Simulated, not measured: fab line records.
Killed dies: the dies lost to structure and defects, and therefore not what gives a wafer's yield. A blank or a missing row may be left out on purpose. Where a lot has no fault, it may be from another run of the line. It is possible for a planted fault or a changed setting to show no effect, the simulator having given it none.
Comparing a struck lot with a sound one -- flow gf180mcu -- 14 out of 602 route steps
Sound: wafers L430.1, L430.2, L430.5. The struck wafers were L441.1, L441.3, L441.5. The cause is given at the end.
Each step with rows lists, per side, the tool, then ch with its chambers, then its first start. Under that, the readings that differ: sound wafers -- struck wafers -- difference of the means -- sigmas: that difference in standard deviations of wafers without a fault.
alike: a reading whose means differ by less than 2 such deviations, as well as words and numbers matching on both sides. not compared: withheld readings; readings where some wafer has no value; bounds like >300 that might hide an equal value; numbers whose values overlap and for which the record gives no deviation.
The two part at a step that has a row with sigmas, a row that says differs or no value, or rows on one side only. Non-overlapping numbers with no deviation appear without sigmas and do not part them. A reading missing from all wafers of one side parts the sides only when that side holds two or more wafers.

first, 1 step without rows for these wafers: GF_HV_LDD_DEVELOP_18 (develop time 60 s).
GF_HV_LDD_CD_MEAS_19: the cd target is 400 nm.
  sound on cd sem-02 at day 12 03:23; struck on cd sem-01 at day 15 14:45
  alike: cd nm
GF_HV_LDD_OVL_MEAS_20:
  sound on overlay-02 at day 12 03:31; struck on overlay-02 at day 15 14:52
  alike: HV_LDD_01_OVL
next, for these wafers, 1 step has no rows: GF_HV_LDD_IMPLANT_21.
GF_HV_LDD_STRIP_22: strips in O2/N2.
  sound on plasma asher-01 ch 0,1, day 12 03:42; struck on plasma asher-04 ch 1, day 15 15:04
reading,sound,struck,difference,sigmas
platen temp c (C),250.04 250.07 250.17,249.65 249.49 249.60,-0.51,-3
  alike: drypump motor current A, heater power w, oes product au, strip time to endpoint s
  not compared: rf hours counter h
GF_HV_LDD_TW_MEAS_23:
  sound on film metro-03 at day 12 03:48; struck on film metro-02 at day 15 15:10
reading,sound,struck,difference,sigmas
HV_LDD_2_TW,1042 1052 1044,1065 1072 1067,+22,+2
then, 6 steps without rows for these wafers: GF_HV_LDD_DEHYDRATE_24 (time 60 s); GF_HV_LDD_HMDS_25 (prime time 60 s); GF_HV_LDD_COAT_26 (resist thk 1000 nm); GF_HV_LDD_SOFTBAKE_27 (time 60 s); GF_HV_LDD_EXPOSE_28 (exposes mask Nplus HV AREA, target cd 400 nm); GF_HV_LDD_PEB_29.
GF_HV_LDD_DEVELOP_30: develop time 60 s.
  sound on litho track-04 ch 0, day 12 22:41; struck on litho track-03, day 16 13:04
  no value came back on the struck wafers for chill plate temp C (C), develop time s (s); on the sound wafers chill plate temp C (C) reads 23.00 22.96 22.94
GF_HV_LDD_CD_MEAS_31: the cd target is 400 nm.
  sound on cd sem-02 at day 12 22:50; struck on cd sem-01 at day 16 13:13
reading,sound,struck,difference,sigmas
cd nm (nm),399.9 399.0 398.5,- - -,no value on the struck wafers,

## WHERE THEY PART
First at GF_HV_LDD_STRIP_22; last, within this record, at GF_HV_LDD_CD_MEAS_31.

WHY: what had been put in by the simulator
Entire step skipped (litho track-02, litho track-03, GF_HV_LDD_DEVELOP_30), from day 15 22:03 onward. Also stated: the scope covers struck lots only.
